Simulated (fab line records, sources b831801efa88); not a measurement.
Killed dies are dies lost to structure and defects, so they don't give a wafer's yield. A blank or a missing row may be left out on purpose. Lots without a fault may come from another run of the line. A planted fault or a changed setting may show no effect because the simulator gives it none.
Which tool did it? | flow gf180mcu | 14 lots, 42 wafers sampled, at 1 step of a route of 602

WHAT THE GAUGES READ, wafer by wafer
GF_STI_THK_MEAS_24.
lot  | measured    | on            | STI_CVD_23_THK (nm)
L680 | day 2 03:23 | film_metro-03 | 642 641 650
L681 | day 2 08:37 | film_metro-02 | 659 659 646
L683 | day 2 20:04 | film_metro-02 | 645 646 655
L684 | day 3 01:02 | film_metro-02 | 657 661 649
L685 | day 3 06:06 | film_metro-01 | 645 646 656
L687 | day 3 16:00 | film_metro-03 | 659 660 654
L689 | day 4 03:43 | film_metro-03 | 645 640 646
L690 | day 4 07:35 | film_metro-03 | 643 657 650
L691 | day 4 12:13 | film_metro-01 | 642 646 643
L698 | day 6 00:51 | film_metro-02 | 637 646 641
L699 | day 6 05:29 | film_metro-01 | 646 655 640
L700 | day 6 12:03 | film_metro-01 | 631 649 635
L702 | day 6 21:05 | film_metro-02 | 660 664 655
L703 | day 7 01:33 | film_metro-01 | 663 653 663

WHICH TOOL RAN EACH LOT (tool, then ch and the chambers of the sampled wafers, then the start)
The record holds no process step before these readings.

WHAT THE TOOLS THEMSELVES READ (means of the sampled wafers that have a number; where no wafer has one, the mark that the record gives instead)
The record holds no such reading with a usual standard deviation.

THE ANSWER, worked out from the rows above alone
Rule: what is usual is taken from the lots themselves. Put in order of their means at a reading, lots are off if they are a third of the lots or fewer, leave a main group of 4 or more, and stand apart from it by a gap of 3 or more times the standard deviation of the main group's means; of several such gaps the widest counts. A main group whose means are all the same, to the digits that the tables above print for the reading, isn't used. A lot without any number at a reading at which 4 lots or more have one is off too. The other lots that the step has rows for count as sound. The gauges are gone through in route order, then the tools' own readings, and for those a lot's mean is taken as printed above. The first step at which some lot is off is used, and at that step the reading that is off furthest; a lot without a number counts as furthest.
No lot is off at any reading shown: from this, nothing can be told.

WHAT THE SIMULATOR HAD PUT IN
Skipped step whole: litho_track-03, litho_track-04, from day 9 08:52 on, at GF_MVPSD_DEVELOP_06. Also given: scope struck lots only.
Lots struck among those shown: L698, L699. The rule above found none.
